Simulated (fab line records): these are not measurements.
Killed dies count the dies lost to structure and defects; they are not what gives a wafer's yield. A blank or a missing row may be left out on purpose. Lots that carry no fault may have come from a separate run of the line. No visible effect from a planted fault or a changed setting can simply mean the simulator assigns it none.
Matching of chambers + flow sky130 + 4 sister chambers for SKY_POLY_GATE_ETCH_15 on rie_diel-03
The step etches BARC in N2/H2, stops on SiO2, time 118.5 s, target depth 110 nm. 8 wafers are shown with their chamber, then 7 later ones without.

## WAFERS WITH THEIR CHAMBER
| wafer  | chamber | drypump_motor_current_A (A) | chamber_pressure_mTorr (mTorr) |
|--------|---------|-----------------------------|--------------------------------|
| L467.2 | 1       | 6.6                         | 30.024                         |
| L470.4 | 3       | 5.2                         | 29.988                         |
| L470.5 | 2       | 6.7                         | 29.994                         |
| L479.2 | 2       | 6.7                         | 30.009                         |
| L479.3 | 1       | 6.6                         | 30.050                         |
| L479.4 | 0       | 5.2                         | 30.017                         |
| L482.1 | 3       | 5.2                         | 29.996                         |
| L482.2 | 0       | 5.3                         | 30.024                         |

## WAFERS WITH NO CHAMBER GIVEN
| wafer  | drypump_motor_current_A (A) | chamber_pressure_mTorr (mTorr) |
|--------|-----------------------------|--------------------------------|
| L482.6 | 5.2                         | 29.993                         |
| L487.1 | 6.7                         | 30.012                         |
| L487.2 | 5.3                         | 29.978                         |
| L487.5 | 6.6                         | 29.991                         |
| L489.2 | 6.7                         | 30.032                         |
| L489.3 | 5.3                         | 30.030                         |
| L489.5 | 5.2                         | 29.978                         |

## WHICH CHAMBER EACH ONE RAN IN
| wafer  | from the rows above     | in truth |
|--------|-------------------------|----------|
| L482.6 | 3                       | 3        |
| L487.1 | 2                       | 2        |
| L487.2 | can't be placed: 3 or 0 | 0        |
| L487.5 | can't be placed: 2 or 1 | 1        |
| L489.2 | can't be placed: 2 or 1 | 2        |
| L489.3 | 0                       | 0        |
| L489.5 | 3                       | 3        |
Placed correctly: 4 of 7. Not placeable from these rows: 3 (in 3, the candidates include the true chamber). Wrongly placed: 0.
How it was worked out, from the rows above alone: a wafer's distance from a chamber is the root of the sum, over the readings, of the square of ((its reading less the chamber's mean) divided by the reading's scatter). If the next closest chamber is less than 2 further off than the closest, the wafer can't be placed; otherwise it belongs to the closest. For every chamber, the mean is computed from those of its wafers that are shown. The scatter: the root of (the sum of the squares of (reading less its chamber's mean) over the shown wafers, divided by (wafers less chambers)).
